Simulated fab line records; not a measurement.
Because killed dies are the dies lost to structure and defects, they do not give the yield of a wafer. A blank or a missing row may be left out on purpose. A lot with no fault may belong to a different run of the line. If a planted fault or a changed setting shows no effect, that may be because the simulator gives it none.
A lot that was struck, set against a sound lot | flow sfq line | 19 steps out of a route of 325
Sound: the wafers L871.1, L871.4, L871.5. Struck: wafer L862.4. (L862.3 of the same lot was not struck and is left out.) The cause comes at the end.
At each step with rows: each side's tool, then ch and its chambers, then its first start. Under that, the readings that differ: sound wafers | struck wafers | difference of the means | sigmas: that difference in standard deviations of wafers without a fault.
alike: a reading whose means differ by less than 2 such deviations, as well as words and numbers matching on both sides. not compared: withheld readings; readings where some wafer has no value; bounds like >300 that might hide an equal value; numbers whose values overlap and for which the record gives no deviation.
The two part at a step that has a row with sigmas, a row that says differs or no value, or rows on one side only. Numbers that have no deviation but don't overlap get no sigmas and don't part them. Lack of a reading on every wafer of one side parts them only where that side has two or more wafers.

SFQ_M3_OVL_MEAS_921:
  sound on overlay-02, day 44 05:51; struck on overlay-01, day 30 11:29
  alike: M3_OVL
SFQ_TRILAYER_M3_BARC_OPEN_METAL_ETCH_100: etches BARC in O2, target depth 125 nm, time 41.7 s.
  sound on rie metal-03 ch 0, day 44 05:53; struck on rie metal-02 ch 0, day 30 11:31
  reading                     | sound       | struck | difference | sigmas
  drypump motor current A (A) | 5.5 5.5 5.5 | 6.5    | +1.0       | +2
  alike: oes product au
  not compared: rf hours counter h
then, 1 step without rows for these wafers: SFQ_TRILAYER_M3_ETCH_METAL_ETCH_078 (etches Nb in Cl2/Ar, stops on SiO2, target depth 240 nm, time 120 s).
SFQ_TRILAYER_M3_STRIP_STRIP_079: strips in O2.
  sound on rie metal-03 ch 0, day 44 06:04; struck on rie metal-02 ch 0, day 30 11:53
  reading                     | sound       | struck | difference | sigmas
  drypump motor current A (A) | 5.5 5.5 5.6 | 6.5    | +1.0       | +2
  alike: oes product au
  not compared: rf hours counter h
then, 1 step without rows for these wafers: SFQ_TRILAYER_M3_STRIP_SOLV_CLEAN_080 (cleans in NMP, time 600 s).
SFQ_TRILAYER_I3_DEP_PECVD_081: deposits SiO2 from SiH4/N2O, time 111.11 s, target thk 500 nm.
  sound on pecvd-01 ch 1,2, day 44 06:51; struck on pecvd-01 ch 1, day 30 12:28
  alike: heater power w, susceptor temp C, throttle valve pct
then, 1 step without rows for these wafers: SFQ_TRILAYER_I3_CMP_CMP_082 (polishes SiO2).
SFQ_I3_BOW_MEAS_922:
  sound on film metro-02, day 44 12:53; struck on film metro-01, day 30 17:32
  alike: I3_BOW
SFQ_TRILAYER_I3_METRO_MEASURE_083:
  sound on film metro-02, day 44 13:00; struck on film metro-01, day 30 18:01
  alike: thk nm
then, 3 steps without rows for these wafers: SFQ_TRILAYER_I3_VIA_LITHO_COAT_090 (resist thk 62 nm); SFQ_TRILAYER_I3_VIA_LITHO_COAT_085 (resist thk 650 nm); SFQ_TRILAYER_I3_VIA_LITHO_SOFTBAKE_089.
-- the record jumps here: 6 days lie between the struck wafers' starts before and after --
SFQ_TRILAYER_I3_VIA_LITHO_EXPOSE_086: exposes mask I3, target cd 500 nm.
  sound on krf scanner-01 ch 0, day 44 15:05; struck on krf scanner-02 ch 0, day 37 04:21
  alike: mask
then, 2 steps without rows for these wafers: SFQ_TRILAYER_I3_VIA_LITHO_PEB_088 (peb time 60 s); SFQ_TRILAYER_I3_VIA_LITHO_DEVELOP_087 (time 60 s).
SFQ_I3_OVL_MEAS_923:
  sound on overlay-02, day 44 16:35; struck on overlay-01, day 37 05:28
  alike: I3_OVL
SFQ_TRILAYER_I3_VIA_BARC_OPEN_VIA_ETCH_121: etches BARC in O2, target depth 125 nm, time 41.7 s.
  sound on rie diel-01 ch 0,1, day 44 16:37; struck on rie diel-01 ch 2, day 37 05:29
  reading             | sound             | struck | difference | sigmas
  model.I3.cd nm (nm) | 501.9 501.6 501.2 | 511    | +9         |
  alike: drypump motor current A, oes product au
  not compared: rf hours counter h
SFQ_TRILAYER_I3_VIA_ETCH_VIA_ETCH_088: etches SiO2 in CHF3, stops on Nb, target depth 260 nm.
  sound on rie diel-01 ch 0,1, day 44 16:40; struck on rie diel-01 ch 2, day 37 05:31
  reading             | sound             | struck | difference | sigmas
  model.I3.cd nm (nm) | 500.7 501.2 500.3 | 509.4  | +8.7       |
  alike: drypump motor current A, oes product au
SFQ_TRILAYER_I3_VIA_STRIP_STRIP_089: strips in O2.
  sound on rie metal-01 ch 0,1, day 44 16:46; struck on rie metal-01 ch 0, day 37 05:50
  alike: drypump motor current A, oes product au
  not compared: rf hours counter h

## WHERE THEY PART
At SFQ_TRILAYER_M3_BARC_OPEN_METAL_ETCH_100 first; at SFQ_TRILAYER_M3_STRIP_STRIP_079 last (within this record only). Later steps at which nothing parts them and some readings are alike: SFQ_TRILAYER_I3_DEP_PECVD_081, SFQ_I3_BOW_MEAS_922, SFQ_TRILAYER_I3_METRO_MEASURE_083, SFQ_TRILAYER_I3_VIA_LITHO_EXPOSE_086, SFQ_I3_OVL_MEAS_923, SFQ_TRILAYER_I3_VIA_BARC_OPEN_VIA_ETCH_121, SFQ_TRILAYER_I3_VIA_ETCH_VIA_ETCH_088, SFQ_TRILAYER_I3_VIA_STRIP_STRIP_089.

WHY: what had been put in by the simulator
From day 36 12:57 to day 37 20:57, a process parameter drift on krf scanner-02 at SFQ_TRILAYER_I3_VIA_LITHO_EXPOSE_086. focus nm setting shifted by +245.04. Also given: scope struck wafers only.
